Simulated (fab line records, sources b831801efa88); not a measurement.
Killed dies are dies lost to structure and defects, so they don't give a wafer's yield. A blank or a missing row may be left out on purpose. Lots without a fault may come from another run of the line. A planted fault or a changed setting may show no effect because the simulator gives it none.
fab line records | flow sfq_line
record lots=7 wafers=21 last_day=89
route steps=325 shown I2@113 M3@118
lots that met no fault: from a run of the same line without faults
start_h: hours from the record's first day to the start of the lot's first wafer shown | wait_h: hours since the lot's step before | " the same as in the row above | L1.1+2: a row that stands for several wafers | - no value, or no start given | * or withheld: withheld | < > ~ a bound
route shown NAME@n: a module of which the file shows steps, and the number in the route of the first | usual: mean/standard deviation of fault-free wafers | same: alike in all rows | chamber/n: place in a boat | sites: the reading at each site | _std_site: their standard deviation | _edge_site: outer sites' mean less inner sites' | radius_mm: how far each site lies from the wafer's centre | mask NAME#n: copy n | behind: the tool/chamber that last shaped the wafer | hold: why the lot was held/for how many hours/how that ended | device: the transistor (n, p or np) that didn't switch | end of line: the same wafers' tests at the end of the route | a step without rows: its recipe alone | killed: dies lost to structure and defects at the first sort, not the wafer's yield | map: a wafer's dies, x killed, . not, _ none there
set.NAME: the setting as run; set.NAME@STEP: as run at that earlier step | model.NAME: the simulator's own value behind a step, which no gauge read
lots at some steps of the route; a table a step, a row a wafer
services: from which hour (start_h, from the record's first day; less than 0 if before it) a tool's chamber was out of use, for how many hours, and why
## steps
# step SFQ_I2_OVL_MEAS_918
# usual I2_OVL=1/5.4
# columns lot.wafer tool chamber start_h wait_h I2_OVL[nm]
L668.2 overlay-02 - 536.04 0.1 -3
L668.3 " - " " 0
L668.6 " - " " 3
L677.2 overlay-02 - 633.34 0.1 -2
L677.3 " - " " -1
L677.6 " - " " 0
L680.3 overlay-01 - 668.65 0.1 -10
L680.5 " - " " -10
L680.6 " - " " -10
L681.2 overlay-01 - 683.05 0.1 7
L681.3 " - " " -2
L681.4 " - " " -1
L682.1 overlay-01 - 690.24 0.1 5
L682.3 " - " " 5
L682.5 " - " " 2
L687.3 overlay-02 - 741.85 0.1 8
L687.4 " - " " 6
L687.6 " - " " -3
L690.1 overlay-02 - 769.27 0.1 -2
L690.3 " - " " -4
L690.6 " - " " -4
# step SFQ_TRILAYER_I2_VIA_BARC_OPEN_VIA_ETCH_096
# recipe mask_material=PR chemistry=O2 target_depth_nm=125 target=BARC source_w=500 bias_w=80 pressure_mtorr=30 time_s=41.7
# usual drypump_motor_current_A=5.9/0.63 oes_product_au=0.685/0.0044
# columns lot.wafer tool chamber start_h wait_h drypump_motor_current_A oes_product_au rf_hours_counter_h
L668.2 rie_diel-03 3 536.07 0.0 6.1 0.691 70
L668.3 " 0 " " 4.9 0.686 4
L668.6 " 3 " " 6.1 0.697 -
L677.2 rie_diel-01 0 633.37 0.0 6.0 0.685 58
L677.3 " 3 " " 5.8 0.687 6
L677.6 " 3 " " 5.8 0.675 -
L680.3 rie_diel-03 1 668.68 0.0 6.3 0.678 5
L680.5 " 3 " " 6.1 0.678 -
L680.6 " 1 " " 6.3 0.684 -
L681.2 rie_diel-01 3 683.08 0.0 5.8 0.683 7
L681.3 " 0 " " 6.0 0.689 59
L681.4 " 2 " " 5.8 0.689 6
L682.1 rie_diel-03 1 690.28 0.0 6.3 0.695 6
L682.3 " 0 " " 4.9 0.688 8
L682.5 " 2 " " 5.0 0.676 -
L687.3 rie_diel-03 3 741.88 0.0 6.1 0.689 1
L687.4 " 0 " " 4.9 0.690 9
L687.6 " 1 " " 6.3 0.683 -
L690.1 rie_diel-01 0 769.30 0.0 6.0 0.685 0
L690.3 " 1 " " 4.8 0.688 30
L690.6 " 1 " " 4.8 0.684 -
# step SFQ_TRILAYER_I2_VIA_ETCH_VIA_ETCH_070
# recipe target=SiO2 stop_on=Nb mask_material=PR taper_deg=20 chemistry=CHF3 target_depth_nm=260 source_w=500 bias_w=80 pressure_mtorr=30 time_s=withheld
# usual drypump_motor_current_A=5.9/0.63 oes_product_au=0.855/0.005
# columns lot.wafer tool chamber start_h wait_h drypump_motor_current_A oes_product_au
L668.2 rie_diel-03 3 536.11 0.0 6.1 0.843
L668.3 " 0 " " 4.9 0.855
L668.6 " 3 " " 6.1 0.854
L677.2 rie_diel-01 0 633.41 0.0 6.0 0.856
L677.3 " 3 " " 5.8 0.856
L677.6 " 3 " " 5.8 0.855
L680.3 rie_diel-03 1 668.72 0.0 6.3 0.861
L680.5 " 3 " " 6.1 0.856
L680.6 " 1 " " 6.3 0.854
L681.2 rie_diel-01 3 683.12 0.0 5.8 0.850
L681.3 " 0 " " 6.0 0.855
L681.4 " 2 " " 5.8 0.848
L682.1 rie_diel-03 1 690.32 0.0 6.3 0.861
L682.3 " 0 " " 4.9 0.859
L682.5 " 2 " " 5.0 0.854
L687.3 rie_diel-03 3 741.92 0.0 6.1 0.854
L687.4 " 0 " " 5.0 0.852
L687.6 " 1 " " 6.3 0.849
L690.1 rie_diel-01 0 769.34 0.0 6.0 0.853
L690.3 " 1 " " 4.8 0.854
L690.6 " 1 " " 4.8 0.843
# step SFQ_TRILAYER_I2_VIA_STRIP_STRIP_071
# recipe gas=O2 power_w=200 platen_temp_c=40 overash_fraction=0.65 chemistry=O2 pressure_mtorr=50
# usual drypump_motor_current_A=5.52/0.24 oes_product_au=1.002/0.011 platen_temp_c=40.01/0.11
# columns lot.wafer tool chamber start_h wait_h drypump_motor_current_A oes_product_au platen_temp_c rf_hours_counter_h
L668.2 rie_metal-02 0 536.22 - 5.22 0.993 39.85 128
L668.3 " 0 " " 5.21 0.998 39.70 -
L668.6 " 0 " " 5.20 0.994 39.58 -
L677.2 rie_metal-04 0 633.52 - 5.58 0.996 40.07 51
L677.3 " 0 " " 5.57 1.001 39.96 -
L677.6 " 1 " " 5.58 0.989 40.07 -
L680.3 rie_metal-03 0 669.03 - 5.14 1.012 40.01 -
L680.5 " 1 " " 5.78 1.009 39.95 -
L680.6 " 0 " " 5.15 1.010 40.08 -
L681.2 rie_metal-04 0 683.23 - 5.60 1.005 39.97 61
L681.3 " 1 " " 5.58 0.995 39.93 -
L681.4 " 0 " " 5.56 0.993 39.94 -
L682.1 rie_metal-04 0 690.43 - 5.57 0.996 40.27 62
L682.3 " 0 " " 5.61 0.997 40.26 -
L682.5 " 0 " " 5.59 0.995 40.12 -
L687.3 rie_metal-04 1 742.23 - 5.54 0.979 39.95 -
L687.4 " 0 " " 5.59 1.005 40.04 -
L687.6 " 1 " " 5.51 0.990 40.03 -
L690.1 rie_metal-04 1 769.46 - 5.53 0.981 40.12 4
L690.3 " 0 " " 5.60 1.000 40.01 -
L690.6 " 0 " " 5.61 1.004 40.03 -
# step SFQ_TRILAYER_I2_VIA_STRIP_SOLV_CLEAN_072
# recipe chemistry=NMP temp_c=70 time_s=600
# step SFQ_TRILAYER_M3_DEP_PRE_CLEAN_074
# recipe gas=Ar time_s=22.5 bias_v=250
# step SFQ_TRILAYER_M3_DEP_SPUTTER_073
# recipe material=Nb base_pressure_pa=1.33e-06 chamber_pressure_pa=0.1333 substrate_temp_c=20 resputter_cathode_voltage_v=400 target_thk_nm=200 power_w=2000 time_s=133.3
# usual throttle_valve_pct=29.2/1.1
# columns lot.wafer tool chamber start_h wait_h throttle_valve_pct
L668.2 pvd_sputter-03 - 537.03 0.0 32.2
L668.3 " - " " 29.3
L668.6 " - " " 29.4
L677.2 pvd_sputter-04 - 634.33 0.0 27.5
L677.3 " - " " 28.7
L677.6 " - " " 29.1
L680.3 pvd_sputter-04 - 669.63 0.0 28.9
L680.5 " - " " 30.4
L680.6 " - " " 29.1
L681.2 pvd_sputter-04 - 684.04 0.0 30.4
L681.3 " - " " 27.5
L681.4 " - " " 29.0
L682.1 pvd_sputter-03 - 691.23 0.0 29.3
L682.3 " - " " 28.2
L682.5 " - " " 29.4
L687.3 pvd_sputter-03 - 742.85 0.0 32.1
L687.4 " - " " 29.1
L687.6 " - " " 28.6
L690.1 pvd_sputter-04 - 770.26 0.0 29.0
L690.3 " - " " 27.6
L690.6 " - " " 28.8
# step SFQ_M3_RS_MEAS_919
# recipe thk_meas_gauge=four-point-probe reads=Nb_of_TRILAYER_M3_DEP_SPUTTER_073
# usual M3_NB_RS=0.888/0.0091
# columns lot.wafer tool chamber start_h wait_h M3_NB_RS[ohm/sq]
L668.2 film_metro-01 - 537.14 0.1 0.889
L668.3 " - " " 0.899
L668.6 " - " " 0.896
L677.2 film_metro-01 - 634.44 0.1 0.869
L677.3 " - " " 0.881
L677.6 " - " " 0.877
L680.3 film_metro-04 - 669.77 0.1 0.902
L680.5 " - " " 0.905
L680.6 " - " " 0.898
L681.2 film_metro-04 - 684.16 0.1 0.889
L681.3 " - " " 0.880
L681.4 " - " " 0.880
L682.1 film_metro-04 - 691.33 0.0 0.896
L682.3 " - " " 0.894
L682.5 " - " " 0.898
L687.3 film_metro-02 - 742.98 0.1 0.895
L687.4 " - " " 0.906
L687.6 " - " " 0.901
L690.1 film_metro-02 - 770.35 0.0 0.887
L690.3 " - " " 0.884
L690.6 " - " " 0.885
# step SFQ_TRILAYER_M3_LITHO_COAT_080
# recipe resist=BARC spin_rpm=3000 resist_thk_nm=62
# step SFQ_TRILAYER_M3_LITHO_COAT_075
# recipe resist=KrF spin_rpm=3000 resist_thk_nm=600
# step SFQ_TRILAYER_M3_LITHO_SOFTBAKE_079
# recipe temp_c=withheld time_s=withheld resist=KrF
# step SFQ_TRILAYER_M3_LITHO_EXPOSE_076
# recipe mask_id=M3 na=0.6 source_shape=conventional sigma_outer=0.65 target_cd_nm=500 dose_mj=14.4
# usual exposure_dose_mJ_cm2=14.399/0.015 focus_offset_nm=0.0/0.54 sigma_outer=0.65/0
# columns lot.wafer tool chamber start_h wait_h mask exposure_dose_mJ_cm2 focus_offset_nm sigma_outer
L668.2 krf_scanner-02 0 680.54 - M3#0 14.409 -0.8 0.65
L668.3 " 0 " " M3#0 14.399 -1.4 0.65
L668.6 " 0 " " M3#0 14.405 -0.5 0.65
L677.2 krf_scanner-01 0 778.77 - M3#0 14.412 0.4 0.65
L677.3 " 0 " " M3#0 14.406 0.3 0.65
L677.6 " 0 " " M3#0 14.409 0.8 0.65
L680.3 krf_scanner-01 - 811.38 - M3#0 - - -
L680.5 " - " " M3#0 - - -
L680.6 " - " " M3#0 - - -
L681.2 krf_scanner-01 - 826.80 - M3#0 - - -
L681.3 " - " " M3#0 - - -
L681.4 " - " " M3#0 - - -
L682.1 krf_scanner-01 - 835.00 - M3#0 - - -
L682.3 " - " " M3#0 - - -
L682.5 " - " " M3#0 - - -
L687.3 krf_scanner-02 0 884.73 - M3#0 14.369 -0.6 0.65
L687.4 " 0 " " M3#0 14.396 -0.3 0.65
L687.6 " 0 " " M3#0 14.401 -1.1 0.65
L690.1 krf_scanner-02 0 911.93 - M3#0 14.413 -0.2 0.65
L690.3 " 0 " " M3#0 14.401 -0.4 0.65
L690.6 " 0 " " M3#0 14.381 -0.2 0.65
# step SFQ_TRILAYER_M3_LITHO_PEB_078
# recipe peb_temp_c=115 peb_time_s=60 resist=KrF
## services
# columns tool chamber start_h hours kind
krf_scanner-01 - 534.38 0.8 pm
rie_diel-01 2 539.74 2.4 repair
krf_scanner-01 - 547.13 4.4 pm
rie_metal-04 1 580.87 3.0 repair
rie_diel-03 3 583.99 4.5 repair
rie_diel-03 0 586.12 3.7 repair
rie_diel-01 1 586.24 8.5 repair
krf_scanner-01 - 642.71 1.3 pm
rie_diel-01 - 645.88 0.5 repair
krf_scanner-01 - 648.81 1.0 pm
rie_diel-03 1 653.62 7.7 repair
rie_diel-01 0 654.30 4.8 repair
pvd_sputter-04 - 686.70 1.3 repair
rie_metal-04 1 696.67 2.3 repair
krf_scanner-01 - 697.81 4.0 pm
rie_diel-01 1 698.78 5.5 repair
rie_diel-03 2 749.35 1.7 repair
rie_diel-03 0 760.97 34.7 repair
rie_diel-03 3 805.98 14.2 repair
rie_diel-01 3 812.27 2.7 repair
rie_metal-04 1 814.30 2.7 repair
rie_diel-01 2 868.69 8.3 repair
rie_metal-04 0 905.50 7.5 repair
rie_diel-03 - 910.79 14.6 pm
## key
first_sign step=SFQ_TRILAYER_M3_LITHO_EXPOSE_076 reading=tool_record direction=missing
effect none on later readings
met_at SFQ_TRILAYER_M3_LITHO_EXPOSE_076
struck_wafers L680.3,L680.5,L680.6,L681.2,L681.3,L681.4,L682.1,L682.3,L682.5
onset_between 778.77 811.38
fault kind=skipped_step_whole tool=krf_scanner-01 chamber=- onset_h=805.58 steps=SFQ_TRILAYER_M3_LITHO_EXPOSE_076 scope=struck_lots_only
